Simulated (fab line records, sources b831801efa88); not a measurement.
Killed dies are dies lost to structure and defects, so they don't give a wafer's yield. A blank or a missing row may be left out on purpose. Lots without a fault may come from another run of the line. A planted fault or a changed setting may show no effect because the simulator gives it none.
One fault seen from 2 desks | flow gf180mcu | each desk has only its own numbers; what lay behind them comes last

THE TOOL OWNER'S DESK: litho_track-01
The tool's own readings at GF_V2_SOFTBAKE_10 (time 60 s): means of the sampled wafers that have a number, for each lot that ran on this tool. A lot is out of limits, marked OUT, if its mean lies more than 4 standard deviations from the usual mean; the brackets give that distance.
Columns: A = heater_power_total_W at GF_V2_SOFTBAKE_10, usual 93.05 W; B = plate_temp_C at GF_V2_SOFTBAKE_10, usual 130.00 C
lot  | first seen here | A               | B
L794 | day 20 08:00    | 93.06           | 129.90
L796 | day 21 00:00    | 93.05           | 129.87
L800 | day 22 22:00    | 92.99           | 130.27
L811 | day 26 11:00    | 94.14 (+18) OUT | 131.22 (+9.4) OUT
L813 | day 26 16:00    | 94.11 (+18) OUT | 131.13 (+8.7) OUT
L815 | day 27 05:00    | 94.16 (+19) OUT | 131.15 (+8.8) OUT
This desk's finding: out of limits on L811, L813, L815; first on L811, day 26 11:00 (heater_power_total_W at GF_V2_SOFTBAKE_10). In limits: L794, L796, L800.

THE METROLOGY DESK
What the gauges read, lot by lot, whatever tool the lot ran on: means of the sampled wafers that have a number. A lot is out of limits, marked OUT, if its mean lies more than 4 standard deviations from the usual mean; the brackets give that distance.
Columns: A = V2_CVD_02_THK at GF_V2_THK_MEAS_03, usual 848 nm
lot  | first seen here | A
L794 | day 19 19:21    | 858
L795 | day 20 00:59    | 849
L796 | day 20 12:11    | 846
L797 | day 21 02:14    | 858
L799 | day 21 10:08    | 856
L800 | day 22 11:06    | 855
L803 | day 22 21:05    | 848
L805 | day 24 02:50    | 858
L807 | day 24 11:14    | 851
L811 | day 26 00:53    | 846
L813 | day 26 05:56    | 847
L815 | day 26 18:16    | 848
L816 | day 27 02:32    | 844
L817 | day 27 04:24    | 841
This desk's finding: nothing out of limits on any of the 14 lots.

PUT TOGETHER
The tool owner's desk could have raised an alarm at day 26 11:00, on L811, L813, L815.
The metrology desk saw nothing out of limits.
The metrology desk has L811, L813, L815 on record, within its limits.
Of the lots named, all ran GF_V2_SOFTBAKE_10 on litho_track-01.

WHAT THE SIMULATOR HAD PUT IN
Process parameter drift: litho_track-01, from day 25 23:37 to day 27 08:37, at GF_V2_SOFTBAKE_10. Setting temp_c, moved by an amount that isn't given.
Lots struck among those shown: L811, L813, L815.
Hours from the fault's start to each desk's first reading out of limits: the tool owner's desk, 11.
